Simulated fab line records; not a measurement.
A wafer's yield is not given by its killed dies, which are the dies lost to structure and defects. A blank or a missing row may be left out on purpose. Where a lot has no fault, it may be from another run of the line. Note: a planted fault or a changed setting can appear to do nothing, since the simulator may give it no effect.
Which of the tools did it? ; flow gf180mcu ; Sampling: 11 lots, 32 wafers, 4 of 602 route steps

== WHAT EACH GAUGE READ, for each wafer ==
GF_MIM_THK_MEAS_06.
lot;measured;on;MIM_CVD_05_THK (nm)
L334;day 24 08:29;filmMetro-04;41.3 41.6 42.4
L337;day 25 03:10;filmMetro-04;42.4 43.0 43.2
L338;day 25 12:59;filmMetro-04;42.3 42.7 43.4
L339;day 25 19:16;filmMetro-04;42.2 42.9 42.8
L340;day 26 00:40;filmMetro-01;42.3 42.1 42.7
L341;day 26 13:44;filmMetro-01;41.9 42.0 42.4
L342;day 26 22:47;filmMetro-03;41.7 44.7
L354;day 30 07:57;filmMetro-01;41.9 41.7 43.0
L355;day 30 16:09;filmMetro-04;40.9 42.0 41.4
L356;day 30 17:39;filmMetro-01;41.7 41.0 42.6
L357;day 31 05:10;filmMetro-04;41.5 42.1 40.5

== WHAT TOOL EACH LOT RAN ON (gives the tool, then ch and the chambers of the sampled wafers, and finally the start) ==
lot;GF_M4_SPUTTER_00;GF_M4_SPUTTER_01;GF_MIM_CVD_05
L334;pvdSputter-03, day 22 07:31;pvdSputter-03, day 22 07:37;pecvd-01 ch 0,1, day 24 08:27
L337;pvdSputter-02, day 23 04:19;pvdSputter-02, day 23 04:25;pecvd-03 ch 0,1, day 25 03:06
L338;pvdSputter-02, day 23 14:14;pvdSputter-02, day 23 14:20;pecvd-03 ch 0,2, day 25 12:57
L339;pvdSputter-03, day 23 21:22;pvdSputter-03, day 23 21:28;pecvd-03 ch 1,2, day 25 19:14
L340;pvdSputter-03, day 24 02:25;pvdSputter-03, day 24 02:31;pecvd-03 ch 0,1,2, day 26 00:37
L341;pvdSputter-01, day 24 16:45;pvdSputter-01, day 24 16:51;pecvd-04 ch 0,2, day 26 13:42
L342;pvdSputter-03, day 25 01:50;pvdSputter-03, day 25 01:56;pecvd-03 ch 1,2, day 26 22:44
L354;pvdSputter-03, day 28 15:40;pvdSputter-03, day 28 15:46;pecvd-01 ch 0,1,2, day 30 07:54
L355;pvdSputter-03, day 28 23:57;pvdSputter-03, day 29 00:03;pecvd-04 ch 1,2, day 30 16:07
L356;pvdSputter-02, day 29 02:35;pvdSputter-02, day 29 02:41;pecvd-01 ch 0,1,2, day 30 17:37
L357;pvdSputter-03, day 29 13:30;pvdSputter-03, day 29 13:36;pecvd-01 ch 0,2, day 31 05:07
- GF_M4_SPUTTER_00: material Ti, target thk 37.5 nm, time 150 s.
- GF_M4_SPUTTER_01: material TiN, target thk 30 nm, time 25 s.
- GF_MIM_CVD_05: deposits Si3N4, target thk 42 nm, time 29.086 s.

== AS READ BY THE TOOLS THEMSELVES (means over the sampled wafers that have a number; for cases with no such wafer, the mark the record gives instead) ==
GF_M4_SPUTTER_00.
lot;tool;chamberPressurePa (Pa);throttleValvePct (%)
L334;pvdSputter-03;2.003;29.5
L337;pvdSputter-02;2.001;29.7
L338;pvdSputter-02;1.999;30.1
L339;pvdSputter-03;1.998;29.9
L340;pvdSputter-03;1.998;29.2
L341;pvdSputter-01;1.999;30.3
L342;pvdSputter-03;1.997;29.8
L354;pvdSputter-03;2.002;29.0
L355;pvdSputter-03;1.998;30.8
L356;pvdSputter-02;2.005;29.8
L357;pvdSputter-03;1.995;28.6

GF_M4_SPUTTER_01.
lot;tool;chamberPressurePa (Pa);throttleValvePct (%)
L334;pvdSputter-03;0.3993;29.4
L337;pvdSputter-02;0.4006;29.4
L338;pvdSputter-02;0.4001;30.3
L339;pvdSputter-03;0.4000;30.1
L340;pvdSputter-03;0.4001;29.3
L341;pvdSputter-01;0.4002;30.4
L342;pvdSputter-03;0.4002;29.9
L354;pvdSputter-03;0.4004;28.9
L355;pvdSputter-03;0.3989;30.8
L356;pvdSputter-02;0.3997;30.0
L357;pvdSputter-03;0.4003;28.8

GF_MIM_CVD_05.
lot;tool;heaterPowerW (W);susceptorTempC (C);tempMaxC (C)
L334;pecvd-01;578;385.14;400.09
L337;pecvd-03;582;385.02;399.86
L338;pecvd-03;745;384.81;400.06
L339;pecvd-03;712;384.64;400.05
L340;pecvd-03;687;385.18;399.92
L341;pecvd-04;529;384.99;399.89
L342;pecvd-03;738;384.95;399.93
L354;pecvd-01;593;385.04;399.98
L355;pecvd-04;659;384.98;399.82
L356;pecvd-01;589;385.06;400.08
L357;pecvd-01;624;384.83;399.86

== THE ANSWER, worked out from the rows above alone ==
Rule: the lots themselves supply what counts as usual. The widest of any qualifying gaps counts: lots, ordered by their means at a reading, are off when they make up no more than a third of the lots, leave a main group of 4 or more, and stand apart from it by 3 or more times the standard deviation of that group's means. Not used: any main group whose means are identical at the precision the tables above print for the reading. A lot without any number at a reading at which 4 lots or more have one is off too. The other lots that the step has rows for count as sound. After the gauges, taken in route order, come the tools' own readings; for these a lot's mean is taken, as printed above. At the first step where some lot is off, the reading lying furthest off is the one used; lots without a number count as furthest.
No lot is off at any reading shown: from this, nothing can be told.

== WHAT WAS PUT IN BY THE SIMULATOR ==
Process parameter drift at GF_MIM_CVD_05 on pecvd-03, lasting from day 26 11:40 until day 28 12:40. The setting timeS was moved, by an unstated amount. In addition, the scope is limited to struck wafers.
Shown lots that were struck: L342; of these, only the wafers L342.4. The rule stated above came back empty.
